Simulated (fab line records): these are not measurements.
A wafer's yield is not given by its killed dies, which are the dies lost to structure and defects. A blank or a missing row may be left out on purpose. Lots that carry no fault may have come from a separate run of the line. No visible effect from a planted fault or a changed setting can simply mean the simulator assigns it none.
A lot that was struck, set against a sound lot + flow sky130 + 14 out of 708 route steps
Sound: these wafers, L167.2, L167.5, L167.6. Wafers struck: L180.2, L180.5, L180.6. Last of all comes the cause.
For every step that has rows: the tool of each side, followed by ch and its chambers, followed by its first start. Under that, the readings that differ: sound wafers + struck wafers + difference of the means + sigmas: that difference in standard deviations of wafers without a fault.
alike: words and numbers the same on both sides, and readings whose means are apart by under 2 such deviations; not compared: readings that were withheld, readings missing a value for some wafer, numbers with overlapping values and no deviation given by the record, and bounds like >300 which may hide the same value.
Wherever a step has rows on one side only, a row that says differs or no value, or a row with sigmas, the two part there. Numbers that have no deviation but don't overlap get no sigmas and don't part them. A reading that every wafer of one side lacks parts them only if that side has two wafers or more.

SKY_METAL3_ETCH_16: etches BARC in N2/H2, stops on SiO2, time 85.5 s, target depth 60 nm.
  sound on rie metal-02 ch 0,1, day 40 15:38; struck on rie metal-02 ch 0,1, day 44 09:26
  alike: drypump motor current A, h2 flow sccm, oes product au, throttle valve pct
  not compared: rf hours counter h
SKY_METAL3_ETCH_17: etches SiO2 in C4F8/O2/Ar, stops on TiN, time 3.9 s, target depth 15 nm.
  sound on rie diel-01 ch 0,1,3, day 40 15:44; struck on rie diel-01 ch 0,1,2, day 44 09:32
  alike: oes product au
  not compared: rf hours counter h
SKY_METAL3_METAL_ETCH_18: etches the open film in Cl2/BCl3, stops on SiO2, target depth 845 nm, time 183.1 s.
  sound on rie metal-01 ch 0,1, day 40 15:46; struck on rie metal-03 ch 0,1, day 44 09:34
  alike: bcl3 flow sccm, drypump motor current A, oes product au, throttle valve pct
  not compared: rf hours counter h
SKY_METAL3_STRIP_19: strips in O2/N2.
  sound on plasma asher-02 ch 0,1, day 40 15:56; struck on plasma asher-04 ch 0,1, day 44 09:44
| reading                      | sound             | struck            | difference | sigmas |
|------------------------------|-------------------|-------------------|------------|--------|
| oes product au (a.u.)        | 0.488 0.494 0.492 | 0.509 0.498 0.520 | +0.018     | +3     |
| strip time to endpoint s (s) | 6.32 6.43 6.47    | 6.67 6.62 6.66    | +0.24      | +3     |
  alike: drypump motor current A
  not compared: rf hours counter h
then, 4 steps without rows for these wafers: SKY_METAL3_STRIP_20 (strips in post etch residue remover, time 1200 s); SKY_METAL3_CLEAN_21 (cleans in IPA, time 180 s); SKY_METAL3_CLEAN_22 (cleans in O3/DIW); SKY_VIA3_HDPCVD_00 (deposits SiO2, target thk 1635 nm, time 272.5 s).
SKY_VIA3_THK_MEAS_01:
  sound on film metro-02, day 40 16:43; struck on film metro-04, day 44 10:35
| reading              | sound          | struck         | difference | sigmas |
|----------------------|----------------|----------------|------------|--------|
| VIA3_HDPCVD_THK (nm) | 1633 1645 1630 | 1603 1587 1593 | -42        | -2     |
SKY_VIA3_CMP_02: polishes SiO2.
  sound on cmp-02 ch 0,1, day 40 16:46; struck on cmp-01 ch 0,1, day 44 11:00
  alike: edge zone pressure frac, motor current A
SKY_VIA3_BOW_MEAS_03:
  sound on film metro-04, day 40 17:05; struck on film metro-01, day 44 11:19
  alike: VIA3_BOW
then, 1 step without rows for these wafers: SKY_VIA3_DEHYDRATE_04 (time 60 s).
SKY_VIA3_HMDS_05: prime time 60 s.
  sound on litho track-02 ch 0, day 41 04:40; struck on litho track-02 ch 0, day 44 21:34
| reading          | sound                | struck               | difference | sigmas |
|------------------|----------------------|----------------------|------------|--------|
| prime temp c (C) | 120.02 120.04 119.88 | 118.54 118.73 118.44 | -1.41      | -12    |
  alike: chill plate temp C
then, 1 step without rows for these wafers: SKY_VIA3_COAT_06 (resist thk 60 nm).

## WHERE THEY PART
Last at SKY_VIA3_HMDS_05 as far as this record goes, first at SKY_METAL3_STRIP_19.

WHY: whatever the simulator had introduced
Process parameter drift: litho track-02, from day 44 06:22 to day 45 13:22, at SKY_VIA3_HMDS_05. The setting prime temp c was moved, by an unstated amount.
